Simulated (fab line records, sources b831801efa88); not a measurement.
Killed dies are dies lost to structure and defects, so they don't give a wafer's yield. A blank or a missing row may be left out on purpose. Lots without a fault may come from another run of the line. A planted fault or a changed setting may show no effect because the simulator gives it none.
Which tool did it? | flow sky130 | 11 lots, 33 wafers sampled, at 3 steps of a route of 708

WHAT THE GAUGES READ, wafer by wafer
SKY_CAPM_RS_MEAS_03: measures by four-point-probe.
lot  | measured     | on            | CAPM_TIN_RS (ohm/sq)
L450 | day 38 07:47 | film_metro-03 | 7.01 6.98 7.05
L453 | day 38 22:07 | film_metro-03 | 6.94 6.69 6.88
L456 | day 39 08:20 | film_metro-02 | 7.04 6.91 6.87
L455 | day 39 10:10 | film_metro-01 | 7.01 7.10 6.99
L457 | day 40 01:53 | film_metro-02 | 6.93 7.02 6.98
L458 | day 40 05:57 | film_metro-01 | 6.89 6.99 6.94
L462 | day 41 07:13 | film_metro-02 | 6.91 6.94 6.79
L461 | day 41 10:13 | film_metro-02 | 6.87 6.81 7.06
L463 | day 41 11:44 | film_metro-03 | 7.10 7.07 7.02
L464 | day 41 23:56 | film_metro-01 | 7.00 6.83 7.00
L465 | day 42 02:45 | film_metro-01 | 6.75 4.40 6.93

WHICH TOOL RAN EACH LOT (tool, then ch and the chambers of the sampled wafers, then the start)
lot  | SKY_VIA2_SPUTTER_20          | SKY_CAPM_SPUTTER_02
L450 | pvd_sputter-02, day 38 06:46 | pvd_sputter-04, day 38 07:41
L453 | pvd_sputter-03, day 38 21:03 | pvd_sputter-01, day 38 22:00
L456 | pvd_sputter-02, day 39 07:17 | pvd_sputter-02, day 39 08:13
L455 | pvd_sputter-03, day 39 09:07 | pvd_sputter-04, day 39 10:02
L457 | pvd_sputter-02, day 40 00:50 | pvd_sputter-04, day 40 01:45
L458 | pvd_sputter-02, day 40 04:55 | pvd_sputter-04, day 40 05:49
L462 | pvd_sputter-02, day 41 06:08 | pvd_sputter-01, day 41 07:04
L461 | pvd_sputter-02, day 41 09:10 | pvd_sputter-01, day 41 10:06
L463 | pvd_sputter-02, day 41 10:20 | pvd_sputter-04, day 41 11:35
L464 | pvd_sputter-04, day 41 22:55 | pvd_sputter-04, day 41 23:49
L465 | pvd_sputter-02, day 42 01:34 | pvd_sputter-04, day 42 02:36
- SKY_VIA2_SPUTTER_20: material TiN, target thk 20 nm, time 80 s.
- SKY_CAPM_SPUTTER_02: material TiN, target thk 200 nm, time 166.7 s.

THE ANSWER, worked out from the rows above alone
Rule: what is usual is taken from the lots themselves. Put in order of their means at a reading, lots are off if they are a third of the lots or fewer, leave a main group of 4 or more, and stand apart from it by a gap of 3 or more times the standard deviation of the main group's means; of several such gaps the widest counts. A main group whose means are all the same, to the digits that the tables above print for the reading, isn't used. A lot without any number at a reading at which 4 lots or more have one is off too. The other lots that the step has rows for count as sound.
Off: L465, at SKY_CAPM_RS_MEAS_03 (CAPM_TIN_RS). The main group: mean 6.95 ohm/sq, standard deviation 0.066.
A tool fits if, at a process step before that reading, it ran every lot that is off, and no sound lot after the first of them. The gauges at SKY_CAPM_RS_MEAS_03 are tried like those tools. Can't be told from this: 3 tools fit, pvd_sputter-02 at SKY_VIA2_SPUTTER_20, pvd_sputter-04 at SKY_CAPM_SPUTTER_02, film_metro-01 at SKY_CAPM_RS_MEAS_03.

WHAT THE SIMULATOR HAD PUT IN
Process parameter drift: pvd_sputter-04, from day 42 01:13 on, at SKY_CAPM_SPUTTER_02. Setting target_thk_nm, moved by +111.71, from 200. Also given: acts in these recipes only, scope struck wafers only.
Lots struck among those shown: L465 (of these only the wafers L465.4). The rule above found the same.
